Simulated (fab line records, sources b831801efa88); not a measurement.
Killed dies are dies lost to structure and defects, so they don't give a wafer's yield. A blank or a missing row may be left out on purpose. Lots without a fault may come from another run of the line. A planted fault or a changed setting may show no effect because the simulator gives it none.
A struck lot beside a sound one | flow gf180mcu | 13 steps out of a route of 602
Sound: wafers L826.2, L826.3, L826.5. Struck: wafers L818.1, L818.3, L818.5. The cause comes at the end.
At each step with rows: each side's tool, then ch and its chambers, then its first start. Under that, the readings that differ: sound wafers | struck wafers | difference of the means | sigmas: that difference in standard deviations of wafers without a fault.
alike: readings whose means differ by less than 2 such deviations, and words and numbers that are the same on both sides. not compared: withheld readings, readings that some wafer has no value for, bounds like >300 that may hide the same value, and numbers for which the record gives no deviation and whose values overlap.
The two part at a step that has a row with sigmas, a row that says differs or no value, or rows on one side only. Numbers that don't overlap but have no deviation are shown without sigmas and don't part them. A reading that every wafer of one side lacks parts them only if that side has two wafers or more.

GF_STI_BOW_MEAS_00:
  sound on film_metro-01, day 4 03:01; struck on film_metro-02, day 2 11:00
  alike: INCOMING_BOW
then, 1 step without rows for these wafers: GF_STI_OXIDATION_01 (stabilise 600 s, purge 300 s, target thk 10 nm).
GF_STI_THK_MEAS_02:
  sound on film_metro-02, day 4 04:31; struck on film_metro-02, day 2 12:31
  alike: STI_OXIDATION_THK
then, 1 step without rows for these wafers: GF_STI_CVD_03 (deposits Si3N4 from DCS/NH3, target thk 207.16 nm, time 3551 s).
GF_STI_THK_MEAS_04:
  sound on film_metro-01, day 4 06:34; struck on film_metro-01, day 2 14:49
  alike: STI_CVD_03_THK
then, 6 steps without rows for these wafers: GF_STI_DEHYDRATE_05 (time 60 s); GF_STI_HMDS_06 (prime time 60 s); GF_STI_COAT_07 (resist thk 700 nm); GF_STI_SOFTBAKE_08 (time 60 s); GF_STI_EXPOSE_09 (exposes mask COMP, target cd 220 nm); GF_STI_PEB_10 (peb time 90 s).
GF_STI_DEVELOP_11: develop time 60 s.
  sound on litho_track-02 ch 0, day 4 19:58; struck on litho_track-04, day 3 03:11
  no value came back on the struck wafers for chill_plate_temp_C (C), develop_time_s (s); on the sound wafers chill_plate_temp_C (C) reads 22.98 22.99 22.96
  reading                              | sound         | struck            | difference | sigmas
  model.KrF_of_STI_COAT_07.thk_nm (nm) | 688 685.4 685 | 699.8 698.9 699.1 | +13.1      |
GF_STI_CD_MEAS_12: target cd 220 nm.
  sound on cd_sem-01, day 4 20:07; struck on cd_sem-02, day 3 03:20
  reading    | sound             | struck | difference                    | sigmas
  cd_nm (nm) | 220.7 221.2 220.4 | - - -  | no value on the struck wafers |

WHERE THEY PART
First at GF_STI_DEVELOP_11; last, within this record, at GF_STI_CD_MEAS_12.

WHY: what the simulator had put in
Skipped step whole: litho_track-04, from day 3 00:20 on, at GF_STI_DEVELOP_11. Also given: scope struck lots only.
